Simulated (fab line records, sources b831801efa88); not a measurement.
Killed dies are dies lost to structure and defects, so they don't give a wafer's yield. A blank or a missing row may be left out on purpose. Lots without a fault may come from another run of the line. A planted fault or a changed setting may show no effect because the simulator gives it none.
Problem report in the 8D (eight disciplines) form, filled by code | flow sky130 | the parts of the form that need people (team, actions taken, sign-off) are left out

1. THE PROBLEM
dose_ions_cm2 at SKY_LDD_N_IMPLANT_14 reads a mean of 3.812e+12 on 6 wafers of 2 lots; wafers without a fault read 4.999e+12 with a standard deviation of 5.9e+09. That is -99 or more standard deviations from the usual mean.
First seen on wafer L532.1, day 22 22:12, on implanter-03. The record holds 42 wafers of 14 lots with a number at this step. Rule for "out", or "out of limits": more than 4 standard deviations from the usual mean. The other wafers with a number count as sound.

2. WHAT IT IS AND WHAT IT IS NOT
question                    | is                                | is not
which readings at this step | dose_ions_cm2, faraday_current_uA | -
which lots                  | L532, L533                        | L519, L521, L522, L523, L525, L527, L528, L529, L531, L534, L538, L542
which wafers of those lots  | all that have a number            | -
read on which tools         | implanter-03                      | implanter-01, implanter-04
when                        | from day 22 22:12                 | up to then (27 sound wafers); but 9 sound wafers of L534, L538, L542 came after

3. SUSPECTS, AND WHAT RULES EACH OUT
Counting: a tool at a process step up to the reading stays a suspect if it ran every lot that is out and no sound lot after the first of them.
- implanter-03 at SKY_LDD_N_IMPLANT_14: kept. It ran every lot that is out, first L532 (day 22 22:12), and no sound lot after that; its last sound lot up to then is L531 (day 22 02:48). Its own readings are out on those wafers: dose_ions_cm2, faraday_current_uA.
Left after counting: implanter-03 at SKY_LDD_N_IMPLANT_14.

4. THE CAUSE (what the simulator had put in)
Process parameter drift: implanter-03, from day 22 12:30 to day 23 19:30, at SKY_LDD_N_IMPLANT_14. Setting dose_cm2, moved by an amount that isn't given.
Counting left only this tool.

5. THE CHAIN OF EFFECTS, in route order
Each row: a reading whose mean over the struck wafers that have a number lies more than 3 standard deviations from the usual. Only readings for which the record gives a usual standard deviation are gone through. hours: the time from each lot's start at the first step in this table that gives one to its start at this step, as a median over the lots. sigmas: the change in usual standard deviations.
hours | step                 | reading            | usual     | on struck wafers | change     | sigmas
0     | SKY_LDD_N_IMPLANT_14 | dose_ions_cm2      | 4.999e+12 | 3.812e+12        | -1.188e+12 | -99 or more
0     | SKY_LDD_N_IMPLANT_14 | faraday_current_uA | 28.2      | 21.6             | -6.6       | -11
The process steps in it:
- SKY_LDD_N_IMPLANT_14

6. WHAT WOULD HAVE CAUGHT IT SOONER
In this record the first reading out of limits was taken at day 22 22:12, 10 hours after the fault began at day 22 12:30.
